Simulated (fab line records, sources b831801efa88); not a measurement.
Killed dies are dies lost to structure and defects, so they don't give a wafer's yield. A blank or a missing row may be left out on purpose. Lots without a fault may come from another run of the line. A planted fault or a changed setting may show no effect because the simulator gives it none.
A struck lot beside a sound one | flow sky130 | 15 steps out of a route of 708
Sound: wafers L775.1, L775.3, L775.6. Struck: wafers L780.1, L780.2, L780.4. The cause comes at the end.
At each step with rows: each side's tool, then ch and its chambers, then its first start. Under that, the readings that differ: sound wafers | struck wafers | difference of the means | sigmas: that difference in standard deviations of wafers without a fault.
alike: readings whose means differ by less than 2 such deviations, and words and numbers that are the same on both sides. not compared: withheld readings, readings that some wafer has no value for, bounds like >300 that may hide the same value, and numbers for which the record gives no deviation and whose values overlap.
The two part at a step that has a row with sigmas, a row that says differs or no value, or rows on one side only. Numbers that don't overlap but have no deviation are shown without sigmas and don't part them. A reading that every wafer of one side lacks parts them only if that side has two wafers or more.

SKY_POLY_GATE_THK_MEAS_21:
  sound on film_metro-03, day 18 03:20; struck on film_metro-03, day 19 16:45
  alike: POLY_GATE_OXIDATION_THK
SKY_POLY_GATE_CD_MEAS_22:
  sound on cd_sem-01, day 18 03:24; struck on cd_sem-01, day 19 16:49
  alike: cd_nm
then, 7 steps without rows for these wafers: SKY_LDD_N_DEHYDRATE_00 (time 60 s); SKY_LDD_N_HMDS_01 (prime time 60 s); SKY_LDD_N_COAT_02 (resist thk 300 nm); SKY_LDD_N_SOFTBAKE_03 (time 60 s); SKY_LDD_N_EXPOSE_04 (exposes mask NTM, target cd 840 nm); SKY_LDD_N_PEB_05; SKY_LDD_N_DEVELOP_06 (develop time 60 s).
SKY_LDD_N_OVL_MEAS_07:
  sound on overlay-01, day 19 10:00; struck on overlay-01, day 20 23:42
  alike: LDD_N_OVL
then, 2 steps without rows for these wafers: SKY_LDD_N_IMPLANT_08; SKY_LDD_N_IMPLANT_09.
SKY_LDD_N_IMPLANT_10:
  sound on implanter-02 ch 0, day 19 10:20; struck on implanter-03 ch 0, day 21 00:02
  reading            | sound                         | struck                        | difference | sigmas
  dose_ions_cm2      | 7.498e+13 7.501e+13 7.498e+13 | 8.314e+13 8.317e+13 8.323e+13 | +8.190e+12 | +99 or more
  faraday_current_uA | 413 431 416                   | 474 464 472                   | +50        | +5
then, 1 step without rows for these wafers: SKY_LDD_N_IMPLANT_11.
-- the record jumps here: 27 days lie between the struck wafers' starts before and after (it left off in module LDD_N and takes up again in module PAD_OPEN, whose first step shown is number 708 of the route) --
SKY_PAD_OPEN_PROBE_99:
  sound on prober-01, day 46 23:05; struck on prober-01, day 47 23:17
  reading                     | sound             | struck            | difference | sigmas
  model.etest.tip_n.rs_ohm_sq | 438.8 438.2 438.7 | 431.4 430.3 426.5 | -9.2       |
  alike: killed_at_M0_to_M3, killed_at_M4_up, killed_at_contacts, killed_at_front_end, killed_at_other, killed_dies, killed_open, killed_short

WHERE THEY PART
Only at SKY_LDD_N_IMPLANT_10, within this record. Later steps at which nothing parts them and some readings are alike: SKY_PAD_OPEN_PROBE_99.

WHY: what the simulator had put in
Process parameter drift: implanter-03, from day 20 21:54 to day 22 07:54, at SKY_LDD_N_IMPLANT_10. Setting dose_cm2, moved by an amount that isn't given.
